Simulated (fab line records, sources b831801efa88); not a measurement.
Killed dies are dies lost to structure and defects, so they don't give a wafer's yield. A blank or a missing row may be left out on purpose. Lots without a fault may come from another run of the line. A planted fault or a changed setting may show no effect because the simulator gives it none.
One fault seen from 2 desks | flow sky130 | each desk has only its own numbers; what lay behind them comes last

THE METROLOGY DESK
What the gauges read, lot by lot, whatever tool the lot ran on: means of the sampled wafers that have a number. A lot is out of limits, marked OUT, if its mean lies more than 4 standard deviations from the usual mean; the brackets give that distance.
Columns: A = cd_nm at SKY_SONOS_ONO_CD_MEAS_13, usual 410.4 nm; B = GATE_OXIDE_TW at SKY_GATE_OXIDE_TW_MEAS_14, usual 225.1; C = POLY_GATE_OXIDATION_THK at SKY_POLY_GATE_THK_MEAS_21, usual 3.99 nm
lot  | first seen here | A     | B     | C
L154 | day 13 14:28    | 409.6 | 226.5 | 4.04
L156 | day 14 05:07    | 412.8 | 227.0 | 4.09
L157 | day 14 07:25    | 410.4 | 227.1 | 3.99
L159 | day 14 12:19    | 410.4 | 222.6 | 4.00
L162 | day 15 19:16    | 412.0 | 224.2 | 3.93
L165 | day 16 15:15    | 412.4 | 227.6 | 6.61 (+34) OUT
L167 | day 17 01:19    | 406.7 | 222.6 | 6.57 (+33) OUT
L169 | day 17 21:17    | 411.7 | 223.4 | 6.52 (+33) OUT
L170 | day 18 11:06    | 411.2 | 225.0 | 3.83
L175 | day 20 08:01    | 412.7 | 225.0 | 3.93
L177 | day 20 15:12    | 412.4 | 226.7 | 3.98
This desk's finding: out of limits on L165, L167, L169; first on L165, day 20 20:02 (POLY_GATE_OXIDATION_THK at SKY_POLY_GATE_THK_MEAS_21). In limits: L154, L156, L157, L159, L162, L170, L175, L177.

THE TOOL OWNER'S DESK: furnace-01
The tool's own readings at SKY_POLY_GATE_OXIDATION_20 (stabilise 600 s, purge 300 s, target thk 4 nm): means of the sampled wafers that have a number, for each lot that ran on this tool. A lot is out of limits, marked OUT, if its mean lies more than 4 standard deviations from the usual mean; the brackets give that distance. Of its 8 readings 7 are shown: the one that was out of limits first, and those that lie furthest out on some lot.
Columns: A = spike_tc_bottom_C at SKY_POLY_GATE_OXIDATION_20, usual 870.0 C; B = spike_tc_centre_C at SKY_POLY_GATE_OXIDATION_20, usual 851.3 C; C = spike_tc_lower_C at SKY_POLY_GATE_OXIDATION_20, usual 849.9 C; D = spike_tc_top_C at SKY_POLY_GATE_OXIDATION_20, usual 863.2 C; E = spike_tc_upper_C at SKY_POLY_GATE_OXIDATION_20, usual 849.8 C; F = tube_center_temp_C at SKY_POLY_GATE_OXIDATION_20, usual 849.99 C; G = tube_center_temp_C_max at SKY_POLY_GATE_OXIDATION_20, usual 852.2
lot  | first seen here | A               | B               | C               | D               | E               | F                        | G
L154 | day 17 08:01    | 871.1           | 849.1           | 849.6           | 862.9           | 850.5           | 849.93                   | 852.1
L156 | day 18 03:49    | 871.8           | 849.7           | 850.4           | 863.4           | 850.5           | 850.01                   | 852.3
L157 | day 18 05:22    | 871.8           | 850.7           | 850.2           | 863.2           | 849.5           | 850.00                   | 852.0
L159 | day 18 15:12    | 873.2           | 850.0           | 850.5           | 862.6           | 849.3           | 849.98                   | 852.3
L165 | day 20 18:47    | 913.0 (+17) OUT | 891.8 (+25) OUT | 891.9 (+43) OUT | 903.0 (+44) OUT | 890.7 (+37) OUT | 891.61 (+99 or more) OUT | 893.8 (+99 or more) OUT
L167 | day 21 07:49    | 912.9 (+17) OUT | 890.7 (+25) OUT | 891.5 (+43) OUT | 903.4 (+45) OUT | 891.6 (+38) OUT | 891.59 (+99 or more) OUT | 893.5 (+99 or more) OUT
L169 | day 22 03:43    | 913.0 (+17) OUT | 891.5 (+25) OUT | 892.1 (+43) OUT | 904.2 (+46) OUT | 891.4 (+38) OUT | 891.61 (+99 or more) OUT | 894.0 (+99 or more) OUT
This desk's finding: out of limits on L165, L167, L169; first on L165, day 20 18:47 (spike_tc_bottom_C at SKY_POLY_GATE_OXIDATION_20). In limits: L154, L156, L157, L159.

PUT TOGETHER
The tool owner's desk could have raised an alarm at day 20 18:47, on L165, L167, L169.
The metrology desk could have raised an alarm at day 20 20:02, on L165, L167, L169.
Of the lots named, all ran SKY_POLY_GATE_OXIDATION_20 on furnace-01.

WHAT THE SIMULATOR HAD PUT IN
Process parameter drift: furnace-01, from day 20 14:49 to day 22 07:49, at SKY_POLY_GATE_OXIDATION_20. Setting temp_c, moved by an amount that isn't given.
Lots struck among those shown: L165, L167, L169.
Hours from the fault's start to each desk's first reading out of limits: the tool owner's desk, 4; the metrology desk, 5.
